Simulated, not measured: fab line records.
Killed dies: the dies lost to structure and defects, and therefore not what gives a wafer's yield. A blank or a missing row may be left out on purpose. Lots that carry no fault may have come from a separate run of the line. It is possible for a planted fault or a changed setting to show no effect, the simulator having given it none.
The tool behind it: which one? || flow sky130 || 13 lots, 39 wafers sampled, at 5 steps of a route of 708

## WHAT THE GAUGES SHOWED, per wafer
SKY_CONTACT_THK_MEAS_01.
{"lot": "L179", "measured": "day 30 10:13", "on": "film-metro-03", "CONTACT_CVD_00_THK (nm)": "74.8 73.9 76.4"}
{"lot": "L180", "measured": "day 30 19:07", "on": "film-metro-04", "CONTACT_CVD_00_THK (nm)": "74.8 74.6 76.1"}
{"lot": "L181", "measured": "day 30 22:20", "on": "film-metro-04", "CONTACT_CVD_00_THK (nm)": "74.1 75.9 75.0"}
{"lot": "L182", "measured": "day 31 12:32", "on": "film-metro-01", "CONTACT_CVD_00_THK (nm)": "74.6 76.7 75.8"}
{"lot": "L185", "measured": "day 32 08:34", "on": "film-metro-04", "CONTACT_CVD_00_THK (nm)": "74.5 74.3 74.2"}
{"lot": "L186", "measured": "day 32 18:49", "on": "film-metro-03", "CONTACT_CVD_00_THK (nm)": "74.5 75.2 76.8"}
{"lot": "L188", "measured": "day 33 08:20", "on": "film-metro-03", "CONTACT_CVD_00_THK (nm)": "73.9 75.1 74.6"}
{"lot": "L189", "measured": "day 33 21:25", "on": "film-metro-03", "CONTACT_CVD_00_THK (nm)": "76.2 76.2 77.1"}
{"lot": "L192", "measured": "day 35 00:02", "on": "film-metro-01", "CONTACT_CVD_00_THK (nm)": "73.9 74.5 74.5"}
{"lot": "L193", "measured": "day 35 05:23", "on": "film-metro-03", "CONTACT_CVD_00_THK (nm)": "75.0 76.3 76.3"}
{"lot": "L194", "measured": "day 35 11:58", "on": "film-metro-03", "CONTACT_CVD_00_THK (nm)": "74.2 74.3 75.1"}
{"lot": "L196", "measured": "day 36 03:02", "on": "film-metro-03", "CONTACT_CVD_00_THK (nm)": "75.6 75.5 74.7"}
{"lot": "L202", "measured": "day 37 19:24", "on": "film-metro-01", "CONTACT_CVD_00_THK (nm)": "74.0 74.3 76.0"}

SKY_CONTACT_OVL_MEAS_15.
{"lot": "L179", "measured": "day 31 13:57", "on": "overlay-01", "CONTACT_OVL (nm)": "5 -1 7"}
{"lot": "L180", "measured": "day 31 23:24", "on": "overlay-02", "CONTACT_OVL (nm)": "5 0 5"}
{"lot": "L181", "measured": "day 32 02:34", "on": "overlay-02", "CONTACT_OVL (nm)": "1 4 -2"}
{"lot": "L182", "measured": "day 32 15:21", "on": "overlay-02", "CONTACT_OVL (nm)": "2 -2 -6"}
{"lot": "L185", "measured": "day 33 12:17", "on": "overlay-02", "CONTACT_OVL (nm)": "-1 -1 3"}
{"lot": "L186", "measured": "day 33 22:35", "on": "overlay-02", "CONTACT_OVL (nm)": "-8 -4 -9"}
{"lot": "L188", "measured": "day 34 10:39", "on": "overlay-01", "CONTACT_OVL (nm)": "-1 -1 -2"}
{"lot": "L189", "measured": "day 35 00:48", "on": "overlay-01", "CONTACT_OVL (nm)": "4 -3 -1"}
{"lot": "L192", "measured": "day 36 02:17", "on": "overlay-02", "CONTACT_OVL (nm)": "-1 -3 -8"}
{"lot": "L193", "measured": "day 36 08:45", "on": "overlay-02", "CONTACT_OVL (nm)": "0 0 3"}
{"lot": "L194", "measured": "day 36 14:26", "on": "overlay-01", "CONTACT_OVL (nm)": "1 11 8"}
{"lot": "L196", "measured": "day 37 05:16", "on": "overlay-01", "CONTACT_OVL (nm)": "-2 3 -1"}
{"lot": "L202", "measured": "day 38 22:14", "on": "overlay-01", "CONTACT_OVL (nm)": "4 2 1"}

SKY_METAL1_CD_MEAS_15: the cd target is 140 nm.
{"lot": "L179", "measured": "day 32 18:28", "on": "cd-sem-02", "cd-nm (nm)": "139.9 139.4 137.5"}
{"lot": "L180", "measured": "day 33 03:58", "on": "cd-sem-01", "cd-nm (nm)": "139.3 139.6 138.3"}
{"lot": "L181", "measured": "day 33 06:57", "on": "cd-sem-01", "cd-nm (nm)": "140.7 140.5 139.3"}
{"lot": "L182", "measured": "day 33 20:10", "on": "cd-sem-01", "cd-nm (nm)": "144.1 143.7 142.8"}
{"lot": "L185", "measured": "day 34 16:55", "on": "cd-sem-02", "cd-nm (nm)": "141.0 141.2 139.6"}
{"lot": "L186", "measured": "day 35 02:52", "on": "cd-sem-01", "cd-nm (nm)": "139.7 138.2 138.2"}
{"lot": "L188", "measured": "day 35 14:37", "on": "cd-sem-01", "cd-nm (nm)": "140.1 140.7 141.2"}
{"lot": "L189", "measured": "day 36 04:11", "on": "cd-sem-02", "cd-nm (nm)": "141.4 140.6 140.3"}
{"lot": "L192", "measured": "day 37 06:02", "on": "cd-sem-02", "cd-nm (nm)": "135.8 137.9 135.1"}
{"lot": "L193", "measured": "day 37 13:05", "on": "cd-sem-01", "cd-nm (nm)": "141.0 140.3 139.5"}
{"lot": "L194", "measured": "day 37 17:58", "on": "cd-sem-01", "cd-nm (nm)": "134.5 138.8 134.4"}
{"lot": "L196", "measured": "day 38 08:56", "on": "cd-sem-01", "cd-nm (nm)": "139.2 139.0 134.8"}
{"lot": "L202", "measured": "day 40 00:40", "on": "cd-sem-01", "cd-nm (nm)": "137.8 138.2 138.6"}

SKY_METAL1_OVL_MEAS_16.
{"lot": "L179", "measured": "day 32 18:35", "on": "overlay-01", "METAL1_OVL (nm)": "7 9 4"}
{"lot": "L180", "measured": "day 33 04:05", "on": "overlay-01", "METAL1_OVL (nm)": "15 0 7"}
{"lot": "L181", "measured": "day 33 07:03", "on": "overlay-01", "METAL1_OVL (nm)": "3 3 9"}
{"lot": "L182", "measured": "day 33 20:16", "on": "overlay-02", "METAL1_OVL (nm)": "2 13 5"}
{"lot": "L185", "measured": "day 34 17:02", "on": "overlay-02", "METAL1_OVL (nm)": "3 13 10"}
{"lot": "L186", "measured": "day 35 02:59", "on": "overlay-01", "METAL1_OVL (nm)": "3 6 -2"}
{"lot": "L188", "measured": "day 35 14:44", "on": "overlay-01", "METAL1_OVL (nm)": "0 7 4"}
{"lot": "L189", "measured": "day 36 04:16", "on": "overlay-02", "METAL1_OVL (nm)": "-2 6 1"}
{"lot": "L192", "measured": "day 37 06:08", "on": "overlay-02", "METAL1_OVL (nm)": "11 6 12"}
{"lot": "L193", "measured": "day 37 13:11", "on": "overlay-02", "METAL1_OVL (nm)": "7 10 12"}
{"lot": "L194", "measured": "day 37 18:05", "on": "overlay-02", "METAL1_OVL (nm)": "-2 8 4"}
{"lot": "L196", "measured": "day 38 09:02", "on": "overlay-01", "METAL1_OVL (nm)": "-2 -3 8"}
{"lot": "L202", "measured": "day 40 00:47", "on": "overlay-02", "METAL1_OVL (nm)": "2 7 2"}

## WHICH TOOL RAN EACH LOT (tool, then ch and the chambers of the sampled wafers, then the start)
{"lot": "L179", "SKY_METAL1_DEVELOP_14": "litho-track-02 ch 0, day 32 18:00"}
{"lot": "L180", "SKY_METAL1_DEVELOP_14": "litho-track-03 ch 0, day 33 03:00"}
{"lot": "L181", "SKY_METAL1_DEVELOP_14": "litho-track-02 ch 0, day 33 06:00"}
{"lot": "L182", "SKY_METAL1_DEVELOP_14": "litho-track-02 ch 0, day 33 19:00"}
{"lot": "L185", "SKY_METAL1_DEVELOP_14": "litho-track-01 ch 0, day 34 16:00"}
{"lot": "L186", "SKY_METAL1_DEVELOP_14": "litho-track-01 ch 0, day 35 02:00"}
{"lot": "L188", "SKY_METAL1_DEVELOP_14": "litho-track-02 ch 0, day 35 14:00"}
{"lot": "L189", "SKY_METAL1_DEVELOP_14": "litho-track-03 ch 0, day 36 04:00"}
{"lot": "L192", "SKY_METAL1_DEVELOP_14": "litho-track-02 ch 0, day 37 05:00"}
{"lot": "L193", "SKY_METAL1_DEVELOP_14": "litho-track-02 ch 0, day 37 12:00"}
{"lot": "L194", "SKY_METAL1_DEVELOP_14": "litho-track-02 ch 0, day 37 17:00"}
{"lot": "L196", "SKY_METAL1_DEVELOP_14": "litho-track-02 ch 0, day 38 08:00"}
{"lot": "L202", "SKY_METAL1_DEVELOP_14": "litho-track-03 ch 0, day 40 00:00"}
- SKY_METAL1_DEVELOP_14: develop time 60 s.

## WHAT THE TOOLS THEMSELVES READ (means of the sampled wafers that have a number; where no wafer has one, the mark that the record gives instead)
The record holds no such reading with a usual standard deviation.

## THE ANSWER, worked out from the rows above alone
Rule: the lots themselves supply what counts as usual. Put in order of their means at a reading, lots are off if they are a third of the lots or fewer, leave a main group of 4 or more, and stand apart from it by a gap of 3 or more times the standard deviation of the main group's means; of several such gaps the widest counts. A main group whose means are all the same, to the digits that the tables above print for the reading, isn't used. A lot without any number at a reading at which 4 lots or more have one is off too. Where the step has rows for the other lots, those lots are counted as sound. Order of review: gauges by route order, followed by the tools' own readings, for which a lot's mean as printed above is used. The first step at which some lot is off is used, and at that step the reading that is off furthest; a lot without a number counts as furthest.
No lot is off at any reading shown: from this, nothing can be told.

## WHAT HAD BEEN PUT IN BY THE SIMULATOR
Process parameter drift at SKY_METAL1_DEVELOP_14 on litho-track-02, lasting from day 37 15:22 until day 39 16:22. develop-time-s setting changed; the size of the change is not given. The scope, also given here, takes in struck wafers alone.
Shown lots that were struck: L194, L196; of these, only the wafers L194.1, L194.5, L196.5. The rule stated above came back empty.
